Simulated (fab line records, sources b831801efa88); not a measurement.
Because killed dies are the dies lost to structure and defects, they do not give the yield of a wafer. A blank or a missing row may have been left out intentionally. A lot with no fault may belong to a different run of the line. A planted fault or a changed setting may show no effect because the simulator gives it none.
Struck lot and sound lot, side by side ; flow sky130 ; 17 out of 708 route steps
Sound: wafers L323.1, L323.2, L323.5. Struck: wafers L340.1, L340.2, L340.6. Last of all comes the cause.
For every step that has rows: the tool of each side, followed by ch and its chambers, followed by its first start. Under that, the readings that differ: sound wafers ; struck wafers ; difference of the means ; sigmas: that difference in standard deviations of wafers without a fault.
alike: a reading whose means differ by less than 2 such deviations, as well as words and numbers matching on both sides. not compared: withheld readings; readings where some wafer has no value; bounds like >300 that might hide an equal value; numbers whose values overlap and for which the record gives no deviation.
A row with sigmas, a row that says differs or no value, or rows on one side alone: a step with any of these is where the two part. Numbers that don't overlap but have no deviation are shown without sigmas and don't part them. A reading that every wafer of one side lacks parts them only if that side has two wafers or more.

SKY_LDD_HVN_OVL_MEAS_07:
  struck on overlay-02, day 27 13:52; sound on overlay-02, day 20 04:56
  alike: LDD_HVN_OVL
next, for these wafers, 1 step has no rows: SKY_LDD_HVN_IMPLANT_08.
SKY_LDD_HVN_STRIP_09: strips in O2/N2.
  sound on plasma asher-02 ch 0,1, day 20 05:08; struck on plasma asher-04 ch 0,1, day 27 14:03
  alike: drypump motor current A, oes product au, strip time to endpoint s
  not compared: rf hours counter h
SKY_LDD_HVN_TW_MEAS_10:
  struck on film metro-01, day 27 14:09; sound on film metro-01, day 20 05:14
  alike: LDD_HVN_TW
then, 7 steps without rows for these wafers: SKY_LDD_HVP_DEHYDRATE_00 (time 60 s); SKY_LDD_HVP_HMDS_01 (prime time 60 s); SKY_LDD_HVP_COAT_02 (resist thk 300 nm); SKY_LDD_HVP_SOFTBAKE_03 (time 60 s); SKY_LDD_HVP_EXPOSE_04 (exposes mask HVPTM, target cd 700 nm); SKY_LDD_HVP_PEB_05; SKY_LDD_HVP_DEVELOP_06 (develop time 60 s).
SKY_LDD_HVP_OVL_MEAS_07:
  struck on overlay-01, day 28 18:37; sound on overlay-01, day 21 11:33
  alike: LDD_HVP_OVL
SKY_LDD_HVP_IMPLANT_08:
  sound on implanter-03 ch 0, day 21 11:35; struck on implanter-03 ch 0, day 28 18:39
reading;sound;struck;difference;sigmas
dose ions cm2;1.7006e+13 1.6989e+13 1.6973e+13;1.9161e+13 1.9139e+13 1.9144e+13;+2.1587e+12;+99 or more
faraday current uA;97.2 96.5 95.2;107.6 105.2 108.0;+10.6;+6
SKY_LDD_HVP_STRIP_09: strips in O2/N2.
  sound on plasma asher-03 ch 0,1, day 21 11:44; struck on plasma asher-04 ch 0,1, day 28 18:48
reading;sound;struck;difference;sigmas
strip time to endpoint s (s);4.135 4.158 4.143;4.127 4.100 4.115;-0.031;-2
  alike: drypump motor current A, oes product au
  not compared: rf hours counter h
SKY_LDD_HVP_TW_MEAS_10:
  struck on film metro-02, day 28 18:54; sound on film metro-01, day 21 11:50
reading;sound;struck;difference;sigmas
LDD_HVP_TW;454 454 454;468 469 470;+15;+5
then, 1 step without rows for these wafers: SKY_LDD_LDN_DEHYDRATE_00 (time 60 s).
-- record jumps: 22 days separate the struck wafers' starts on either side; left off in module LDD_LDN, taken up again in module PAD_OPEN, whose first shown step is the route's number 708 --
SKY_PAD_OPEN_PROBE_99:
  struck on prober-02, day 50 10:38; sound on prober-02, day 45 16:02
reading;sound;struck;difference;sigmas
model.etest.tip_p_5v.rs ohm sq;2858 2864 2859;2602 2626 2607;-249;
  alike: killed_at_M0_to_M3, killed_at_M4_up, killed at contacts, killed at front end, killed at other, killed dies, killed open, killed short

WHERE THEY PART
Earliest at SKY_LDD_HVP_IMPLANT_08; latest, in this record, at SKY_LDD_HVP_TW_MEAS_10. Later steps at which nothing parts them and some readings are alike: SKY_PAD_OPEN_PROBE_99.

WHY: what had been put in by the simulator
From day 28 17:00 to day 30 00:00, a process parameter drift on implanter-03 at SKY_LDD_HVP_IMPLANT_08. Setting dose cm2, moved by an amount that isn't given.
